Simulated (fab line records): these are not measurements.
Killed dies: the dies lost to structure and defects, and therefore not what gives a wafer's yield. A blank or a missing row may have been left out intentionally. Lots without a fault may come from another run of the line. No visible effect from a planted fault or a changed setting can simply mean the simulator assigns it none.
fab line records | flow sky130
record: lots: 11 | wafers: 33 | lastDay: 50
route steps=708 shown VIA1@481 VIA2@523 CAPM@537 METAL3@564
lots that met no fault: taken from a fault-free run of the same line
startH: the number of hours between the record's first day and the start of the first shown wafer of the lot | waitH: hours elapsed since this lot's preceding step | " same as the row above | L1.1+2: a row that stands for several wafers | - no value present, or no start provided | * or withheld: withheld | < > ~ a bound
route shown NAME@n: names a module that has steps shown in the file, with the first one's number in the route | usual: average and standard deviation across the fault-free wafers | same: alike in all rows | chamber/n: place in a boat | sites: per-site readings | _std_site: how widely they spread, as a standard deviation | _edge_site: outer sites' mean less inner sites' | radiusMm: how far each site lies from the wafer's centre | mask NAME#n: copy n | behind: the tool/chamber that last shaped the wafer | hold: why the lot was held/for how many hours/how that ended | device: the n, p or np transistor that did not switch | end of line: the tests these same wafers got at the end of their route | a step given without rows: its recipe and nothing more | killed: not the wafer's yield, but the dies lost to structure and defects at the first sort | map: dies across one wafer; x = killed, . = not, _ = none there
set.NAME: the run value of the setting; set.NAME@STEP: its run value at that earlier step | model.NAME: the simulator's own value behind a step, which no gauge read
a sample of lots followed through the steps of the route, with each step as a table and each wafer as a row
services: when a tool's chamber went out of use (startH, in hours from the record's first day, below 0 if earlier), for how many hours, and the reason
== steps ==
step: SKY_VIA1_THK_MEAS_23
recipe: thkMeasGauge: xrf | reads: W_of_VIA1_CVD_21
usual: VIA1_W_THK: 273/5.3
lot.wafer | tool         | chamber | startH | waitH | VIA1_W_THK[nm]
L958.1    | filmMetro-01 | -       | 794.63 | 0.1   | 273
L958.3    | "            | -       | "      | "     | 276
L958.5    | "            | -       | "      | "     | 273
L961.1    | filmMetro-03 | -       | 815.61 | 0.1   | 276
L961.5    | "            | -       | "      | "     | 275
L961.6    | "            | -       | "      | "     | 277
L962.1    | filmMetro-03 | -       | 820.81 | 0.1   | 276
L962.3    | "            | -       | "      | "     | 281
L962.5    | "            | -       | "      | "     | 277
L963.3    | filmMetro-01 | -       | 828.56 | 0.1   | 273
L963.4    | "            | -       | "      | "     | 270
L963.6    | "            | -       | "      | "     | 267
L966.2    | filmMetro-02 | -       | 864.67 | 0.1   | 275
L966.5    | "            | -       | "      | "     | 276
L966.6    | "            | -       | "      | "     | 272
L967.4    | filmMetro-02 | -       | 865.07 | 0.1   | 275
L967.5    | "            | -       | "      | "     | 273
L967.6    | "            | -       | "      | "     | 275
L969.1    | filmMetro-03 | -       | 880.05 | 0.1   | 277
L969.5    | "            | -       | "      | "     | 281
L969.6    | "            | -       | "      | "     | 271
L973.2    | filmMetro-02 | -       | 910.20 | 0.1   | 273
L973.4    | "            | -       | "      | "     | 273
L973.5    | "            | -       | "      | "     | 270
L974.1    | filmMetro-03 | -       | 910.28 | 0.1   | 280
L974.2    | "            | -       | "      | "     | 276
L974.5    | "            | -       | "      | "     | 277
L979.1    | filmMetro-02 | -       | 948.16 | 0.1   | 270
L979.4    | "            | -       | "      | "     | 267
L979.6    | "            | -       | "      | "     | 271
L981.1    | filmMetro-03 | -       | 957.23 | 0.1   | 279
L981.2    | "            | -       | "      | "     | 280
L981.3    | "            | -       | "      | "     | 282
step: SKY_VIA2_STRIP_16
recipe: chemistry: O2/N2 | powerW: 1400 | pressureMtorr: 1500 | platenTempC: withheld | o2FlowSccm: 3000 | n2FlowSccm: 300 | overashFraction: 0.5
usual: drypumpMotorCurrentA: 5.4/0.47 | oesProductAu: 0.399/0.0042 | stripTimeToEndpointS: 4.051/0.023
lot.wafer | tool           | chamber | startH  | waitH | drypumpMotorCurrentA | oesProductAu | rfHoursCounterH | stripTimeToEndpointS
L958.1    | plasmaAsher-04 | 1       | 848.66  | 0.0   | 5.0                  | 0.395        | 100             | 4.075
L958.3    | "              | 1       | "       | "     | 5.0                  | 0.399        | -               | 4.058
L958.5    | "              | 1       | "       | "     | 5.0                  | 0.398        | -               | 4.110
L961.1    | plasmaAsher-04 | 1       | 870.25  | 0.0   | 5.0                  | 0.403        | 102             | 4.051
L961.5    | "              | 0       | "       | "     | 5.6                  | 0.398        | -               | 4.061
L961.6    | "              | 1       | "       | "     | 5.0                  | 0.403        | -               | 4.037
L962.1    | plasmaAsher-02 | 1       | 875.51  | 0.0   | 4.7                  | 0.401        | 13              | 4.069
L962.3    | "              | 1       | "       | "     | 4.7                  | 0.397        | -               | 4.057
L962.5    | "              | 0       | "       | "     | 5.8                  | 0.407        | -               | 4.074
L963.3    | plasmaAsher-03 | 1       | 882.69  | 0.1   | 5.6                  | 0.392        | -               | 4.068
L963.4    | "              | 0       | "       | "     | 6.0                  | 0.407        | -               | 4.054
L963.6    | "              | 0       | "       | "     | 6.0                  | 0.395        | -               | 4.059
L966.2    | plasmaAsher-04 | 0       | 918.28  | 0.0   | 5.6                  | 0.399        | 107             | 4.013
L966.5    | "              | 0       | "       | "     | 5.6                  | 0.392        | -               | 4.043
L966.6    | "              | 1       | "       | "     | 5.1                  | 0.395        | -               | 4.020
L967.4    | plasmaAsher-04 | 0       | 918.66  | 0.1   | 5.6                  | 0.401        | -               | 4.074
L967.5    | "              | 0       | "       | "     | 5.6                  | 0.392        | -               | 4.047
L967.6    | "              | 1       | "       | "     | 5.0                  | 0.402        | -               | 4.062
L969.1    | plasmaAsher-02 | 0       | 929.28  | 0.0   | 5.8                  | 0.402        | 19              | 4.079
L969.5    | "              | 0       | "       | "     | 5.9                  | 0.391        | -               | 4.010
L969.6    | "              | 1       | "       | "     | 4.7                  | 0.403        | -               | 4.097
L973.2    | plasmaAsher-02 | 1       | 960.03  | 0.0   | 4.7                  | 0.394        | 21              | 4.058
L973.4    | "              | 1       | "       | "     | 4.7                  | 0.397        | -               | 4.054
L973.5    | "              | 1       | "       | "     | 4.7                  | 0.399        | -               | 4.069
L974.1    | plasmaAsher-02 | 1       | 964.86  | 0.0   | 4.7                  | 0.402        | 22              | 4.056
L974.2    | "              | 0       | "       | "     | 5.9                  | 0.395        | 22              | 4.018
L974.5    | "              | 1       | "       | "     | 4.7                  | 0.397        | -               | 4.031
L979.1    | plasmaAsher-02 | 1       | 998.41  | 0.0   | 4.7                  | 0.404        | 25              | 4.033
L979.4    | "              | 0       | "       | "     | 5.9                  | 0.401        | -               | 4.035
L979.6    | "              | 0       | "       | "     | 5.9                  | 0.397        | -               | 4.025
L981.1    | plasmaAsher-04 | 1       | 1006.86 | 0.0   | 5.0                  | 0.402        | 116             | 4.049
L981.2    | "              | 0       | "       | "     | 5.7                  | 0.393        | 116             | 4.027
L981.3    | "              | 1       | "       | "     | 5.0                  | 0.404        | -               | 4.069
step: SKY_CAPM_CVD_00
recipe: material: SiO2 | targetThkNm: 15.5 | tempC: 400 | timeS: withheld | rfW: 450
usual: heaterPowerW: 747/74 | susceptorTempC: 399.99/0.21
lot.wafer | tool     | chamber | startH  | waitH | heaterPowerW | susceptorTempC
L958.1    | pecvd-02 | 0       | 850.08  | 0.0   | 681          | 400.07
L958.3    | "        | 1       | "       | "     | 846          | 399.97
L958.5    | "        | 1       | "       | "     | 847          | 400.23
L961.1    | pecvd-03 | 1       | 871.67  | 0.0   | 709          | 400.40
L961.5    | "        | 0       | "       | "     | 877          | 399.91
L961.6    | "        | 2       | "       | "     | 769          | 400.00
L962.1    | pecvd-02 | 0       | 876.93  | 0.0   | 606          | 400.07
L962.3    | "        | 2       | "       | "     | 706          | 399.78
L962.5    | "        | 1       | "       | "     | 888          | 399.69
L963.3    | pecvd-03 | 2       | 884.08  | 0.0   | 758          | 400.06
L963.4    | "        | 2       | "       | "     | 752          | 400.12
L963.6    | "        | 1       | "       | "     | 662          | 399.96
L967.4    | pecvd-02 | 2       | 926.67  | 0.0   | 648          | 400.00
L967.5    | "        | 1       | "       | "     | 818          | 399.48
L967.6    | "        | 0       | "       | "     | 671          | 399.88
L966.2    | pecvd-03 | 2       | 926.94  | 0.0   | 763          | 399.66
L966.5    | "        | 2       | "       | "     | 772          | 399.99
L966.6    | "        | 1       | "       | "     | 672          | 400.15
L969.1    | pecvd-02 | 2       | 934.44  | 0.0   | 663          | 399.76
L969.5    | "        | 2       | "       | "     | 675          | 399.88
L969.6    | "        | 0       | "       | "     | 685          | 400.05
L973.2    | pecvd-03 | 1       | 961.45  | 0.0   | 602          | 399.77
L973.4    | "        | 2       | "       | "     | 733          | 399.99
L973.5    | "        | 1       | "       | "     | 626          | 400.21
L974.1    | pecvd-01 | 2       | 966.32  | 0.0   | 766          | 400.13
L974.2    | "        | 0       | "       | "     | 804          | 399.92
L974.5    | "        | 1       | "       | "     | 788          | 399.96
L979.1    | pecvd-01 | 1       | 999.83  | 0.0   | 716          | 400.03
L979.4    | "        | 2       | "       | "     | 710          | 400.32
L979.6    | "        | 0       | "       | "     | 793          | 400.03
L981.1    | pecvd-03 | 2       | 1008.33 | 0.0   | 745          | 400.41
L981.2    | "        | 1       | "       | "     | 691          | 399.99
L981.3    | "        | 0       | "       | "     | 826          | 399.86
step: SKY_CAPM_THK_MEAS_01
recipe: reads: SiO2_of_CAPM_CVD_00
usual: CAPM_CVD_00_THK: 15.46/0.23
lot.wafer | tool         | chamber | startH  | waitH | CAPM_CVD_00_THK[nm]
L958.1    | filmMetro-03 | -       | 850.10  | -     | 15.46
L958.3    | "            | -       | "       | "     | 15.45
L958.5    | "            | -       | "       | "     | 15.66
L961.1    | filmMetro-04 | -       | 871.69  | -     | 15.51
L961.5    | "            | -       | "       | "     | 15.90
L961.6    | "            | -       | "       | "     | 15.79
L962.1    | filmMetro-02 | -       | 876.95  | -     | 15.30
L962.3    | "            | -       | "       | "     | 15.50
L962.5    | "            | -       | "       | "     | 15.49
L963.3    | filmMetro-02 | -       | 884.12  | -     | 15.57
L963.4    | "            | -       | "       | "     | 15.77
L963.6    | "            | -       | "       | "     | 15.54
L967.4    | filmMetro-02 | -       | 926.72  | -     | 16.34
L967.5    | "            | -       | "       | "     | 16.13
L967.6    | "            | -       | "       | "     | 16.14
L966.2    | filmMetro-03 | -       | 926.98  | -     | 15.55
L966.5    | "            | -       | "       | "     | 15.60
L966.6    | "            | -       | "       | "     | 15.64
L969.1    | filmMetro-02 | -       | 934.47  | -     | 15.85
L969.5    | "            | -       | "       | "     | 16.21
L969.6    | "            | -       | "       | "     | 16.38
L973.2    | filmMetro-04 | -       | 961.48  | -     | 15.44
L973.4    | "            | -       | "       | "     | 15.57
L973.5    | "            | -       | "       | "     | 15.76
L974.1    | filmMetro-04 | -       | 966.34  | -     | 14.92
L974.2    | "            | -       | "       | "     | 15.18
L974.5    | "            | -       | "       | "     | 15.37
L979.1    | filmMetro-04 | -       | 999.86  | -     | 15.70
L979.4    | "            | -       | "       | "     | 15.82
L979.6    | "            | -       | "       | "     | 15.53
L981.1    | filmMetro-04 | -       | 1008.35 | -     | 15.46
L981.2    | "            | -       | "       | "     | 15.58
L981.3    | "            | -       | "       | "     | 15.32
step: SKY_METAL3_OVL_MEAS_14
usual: METAL3_OVL: 1/5.3
lot.wafer | tool       | chamber | startH  | waitH | METAL3_OVL[nm]
L958.1    | overlay-02 | -       | 901.54  | 0.1   | 2
L958.3    | "          | -       | "       | "     | -4
L958.5    | "          | -       | "       | "     | -5
L961.1    | overlay-01 | -       | 922.46  | 0.1   | 9
L961.5    | "          | -       | "       | "     | -8
L961.6    | "          | -       | "       | "     | 0
L962.1    | overlay-02 | -       | 926.94  | 0.1   | 4
L962.3    | "          | -       | "       | "     | -4
L962.5    | "          | -       | "       | "     | 1
L963.3    | overlay-01 | -       | 932.65  | 0.1   | 3
L963.4    | "          | -       | "       | "     | 9
L963.6    | "          | -       | "       | "     | 18
L967.4    | overlay-01 | -       | 974.33  | 0.1   | 3
L967.5    | "          | -       | "       | "     | -3
L967.6    | "          | -       | "       | "     | 0
L966.2    | overlay-01 | -       | 975.59  | 0.1   | 4
L966.5    | "          | -       | "       | "     | -1
L966.6    | "          | -       | "       | "     | 0
L969.1    | overlay-01 | -       | 982.19  | 0.1   | 3
L969.5    | "          | -       | "       | "     | -1
L969.6    | "          | -       | "       | "     | 3
L973.2    | overlay-01 | -       | 1010.09 | 0.1   | 0
L973.4    | "          | -       | "       | "     | 3
L973.5    | "          | -       | "       | "     | 0
L974.1    | overlay-01 | -       | 1015.41 | 0.1   | -3
L974.2    | "          | -       | "       | "     | -8
L974.5    | "          | -       | "       | "     | -3
L979.1    | overlay-01 | -       | 1046.11 | 0.1   | 2
L979.4    | "          | -       | "       | "     | -4
L979.6    | "          | -       | "       | "     | 0
L981.1    | overlay-02 | -       | 1053.54 | 0.1   | 4
L981.2    | "          | -       | "       | "     | 1
L981.3    | "          | -       | "       | "     | 2
== services ==
tool           | chamber | startH | hours | kind
pecvd-03       | 2       | 838.40 | 5.5   | scheduledDown
plasmaAsher-03 | -       | 846.38 | 1.7   | repair
pecvd-02       | 0       | 852.91 | 1.9   | repair
pecvd-03       | -       | 855.98 | 0.5   | repair
pecvd-01       | 1       | 858.81 | 5.5   | scheduledDown
pecvd-02       | 0       | 865.78 | 4.3   | repair
pecvd-03       | 0       | 875.81 | 4.1   | repair
plasmaAsher-04 | -       | 908.29 | 2.4   | repair
pecvd-01       | 0       | 929.24 | 5.5   | scheduledDown
plasmaAsher-02 | -       | 933.29 | 1.9   | repair
pecvd-02       | 2       | 935.62 | 2.1   | scheduledDown
pecvd-02       | 1       | 937.75 | 5.5   | scheduledDown
plasmaAsher-03 | -       | 938.94 | 3.4   | repair
pecvd-02       | 1       | 961.41 | 2.2   | repair
plasmaAsher-03 | -       | 965.16 | 2.2   | repair
plasmaAsher-03 | -       | 967.63 | 5.9   | repair
plasmaAsher-02 | -       | 975.00 | 0.8   | repair
pecvd-02       | 0       | 976.54 | 2.1   | scheduledDown
plasmaAsher-04 | -       | 989.01 | 10.1  | repair
pecvd-01       | 2       | 989.39 | 2.1   | scheduledDown
pecvd-01       | -       | 990.85 | 0.4   | repair
== key ==
firstSign: step: SKY_CAPM_THK_MEAS_01 | reading: CAPM_CVD_00_THK | direction: up | sigmas: 3.1 | usual: 15.46 | struck: 16.18
effect none on later readings
metAt SKY_CAPM_CVD_00
struckLots L967,L969
notActingAt SKY_VIA1_THK_MEAS_23,SKY_VIA2_STRIP_16,SKY_METAL3_OVL_MEAS_14
onsetBetween 876.93 926.67
fault: kind: processParameterDrift | tool: pecvd-02 | chamber: - | onsetH: 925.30 | steps: SKY_CAPM_CVD_00 | channel: timeS | offset: withheld | shape: step | endH: 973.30 | actsIn: *
